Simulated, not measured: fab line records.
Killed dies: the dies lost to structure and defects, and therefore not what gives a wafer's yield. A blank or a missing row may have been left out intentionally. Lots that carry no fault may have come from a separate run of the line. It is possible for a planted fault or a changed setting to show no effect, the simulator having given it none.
The tool behind it: which one? || flow sky130 || at 1 step of a route of 708, 12 lots with 36 wafers sampled

## WHAT EACH GAUGE READ, for each wafer
SKY_METAL1_RS_MEAS_05: measures by four-point-probe.
{"lot": "L075", "measured": "day 31 23:13", "on": "film metro-03", "METAL1_ALCU_RS (ohm/sq)": "0.1274 0.1277 0.1271"}
{"lot": "L077", "measured": "day 33 11:13", "on": "film metro-01", "METAL1_ALCU_RS (ohm/sq)": "0.1272 0.1269 0.1278"}
{"lot": "L080", "measured": "day 33 13:06", "on": "film metro-03", "METAL1_ALCU_RS (ohm/sq)": "0.1277 0.1280 0.1290"}
{"lot": "L081", "measured": "day 33 17:31", "on": "film metro-04", "METAL1_ALCU_RS (ohm/sq)": "0.1249 0.1254 0.1261"}
{"lot": "L083", "measured": "day 34 15:24", "on": "film metro-01", "METAL1_ALCU_RS (ohm/sq)": "0.1268 0.1275 0.1265"}
{"lot": "L084", "measured": "day 35 04:10", "on": "film metro-04", "METAL1_ALCU_RS (ohm/sq)": "0.1262 0.1265 0.1258"}
{"lot": "L089", "measured": "day 36 22:59", "on": "film metro-03", "METAL1_ALCU_RS (ohm/sq)": "0.1273 0.1270 0.1270"}
{"lot": "L088", "measured": "day 37 00:14", "on": "film metro-03", "METAL1_ALCU_RS (ohm/sq)": "0.1264 0.1262 0.1261"}
{"lot": "L091", "measured": "day 37 06:08", "on": "film metro-01", "METAL1_ALCU_RS (ohm/sq)": "0.1285 0.1283 0.1286"}
{"lot": "L093", "measured": "day 37 12:43", "on": "film metro-01", "METAL1_ALCU_RS (ohm/sq)": "0.1273 0.1277 0.1274"}
{"lot": "L095", "measured": "day 38 07:27", "on": "film metro-04", "METAL1_ALCU_RS (ohm/sq)": "0.1290 0.1279 0.1294"}
{"lot": "L097", "measured": "day 38 17:17", "on": "film metro-03", "METAL1_ALCU_RS (ohm/sq)": "0.1263 0.1267 0.1256"}

## WHICH TOOL RAN EACH LOT (tool, then ch and the chambers of the sampled wafers, then the start)
The record shows no process step preceding these readings.

## THE ANSWER, worked out from the rows above alone
Rule: usual is defined by the lots themselves. Put in order of their means at a reading, lots are off if they are a third of the lots or fewer, leave a main group of 4 or more, and stand apart from it by a gap of 3 or more times the standard deviation of the main group's means; of several such gaps the widest counts. Not used: any main group whose means are identical at the precision the tables above print for the reading. Also off: a lot with no number at a reading for which 4 or more lots have one. The other lots that the step has rows for count as sound.
No lot is off on any of the readings shown, so nothing can be concluded from this.

## WHAT WAS PUT IN BY THE SIMULATOR
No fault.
